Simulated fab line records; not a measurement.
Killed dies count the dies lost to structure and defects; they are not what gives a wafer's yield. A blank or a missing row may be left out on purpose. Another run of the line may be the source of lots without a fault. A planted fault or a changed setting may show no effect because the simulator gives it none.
8D (eight disciplines) problem report, filled in by code ; flow gf180mcu ; the parts of the form that need people (team, actions taken, sign-off) are left out

1. WHAT WENT WRONG
Wafers free of any fault read 1195 ohm/sq (standard deviation 3.3) for LVPWELL_RS at GF_VT_IMPLANT_RS_MEAS_48, against a mean of 1230 ohm/sq on 6 wafers of 2 lots. Measured from the usual mean, that is +11 standard deviations.
The step: measures by four-point-probe.
First observed at day 12 13:13: wafer L187.3, on filmMetro-01. Wafers with a number at this step in the record: 39, from 13 lots. Rule for "out" (also "out of limits"): further than 4 standard deviations from the usual mean. The rest of the wafers with a number are treated as sound.

2. WHAT IT IS; WHAT IT IS NOT
question;is;is not
which readings at this step;LVPWELL_RS;-
which lots;L187, L188;L169, L170, L171, L173, L174, L175, L176, L177, L179, L180, L190
which wafers of those lots;all that have a number;-
read on which gauges;filmMetro-01, filmMetro-02;filmMetro-04
when;from day 12 13:13;"up to then (30 sound wafers); but 3 sound wafers of L190 came after"

3. WHAT RULES OUT EACH SUSPECT
Counting: a tool at a process step up to the reading stays a suspect if it ran every lot that is out and no sound lot after the first of them.
- the gauge at GF_VT_IMPLANT_RS_MEAS_48 has been ruled out. Those wafers that are out were read across 2 gauges (filmMetro-01, filmMetro-02).
- implanter-02 at GF_LVPWELL_IMPLANT_09: kept. It ran every lot that is out, first L187 (day 8 00:28), and no sound lot after that; its last sound lot up to then is L180 (day 6 13:23).
After counting, what remains is implanter-02 at GF_LVPWELL_IMPLANT_09.

4. THE CAUSE (what the simulator had put in)
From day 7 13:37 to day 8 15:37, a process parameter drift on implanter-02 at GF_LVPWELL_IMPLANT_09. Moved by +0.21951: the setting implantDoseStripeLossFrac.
The count eliminated every tool but this one.

5. THE EFFECT CHAIN, in route order
Rows list readings where the struck wafers' mean (over those with a number) sits beyond 3 standard deviations from the usual. Only readings whose record carries a usual standard deviation are examined. hours: median over the lots of the time between each lot's start at the first step of this table that gives one and its start at this step. sigmas: the change, counted in usual standard deviations.
hours;step;reading;usual;on struck wafers;change;sigmas
0;GF_VT_IMPLANT_RS_MEAS_48;LVPWELL_RS;1195 ohm/sq;1230;+36;+11

6. HOW IT WOULD HAVE BEEN CAUGHT EARLIER
Counted from the fault's start at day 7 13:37, it took 120 hours until the first out-of-limits reading at a measuring or inspecting step in this record, taken at day 12 13:13.
An alarm limit of 4 standard deviations would not have fired on the tool readings at GF_LVPWELL_IMPLANT_09 for which the record gives a usual standard deviation, since none of them was out on any struck wafer.
By day 12 13:13, every lot that is out (2) had started GF_LVPWELL_IMPLANT_09 on implanter-02. None of them would have been spared by holding the tool at that moment.
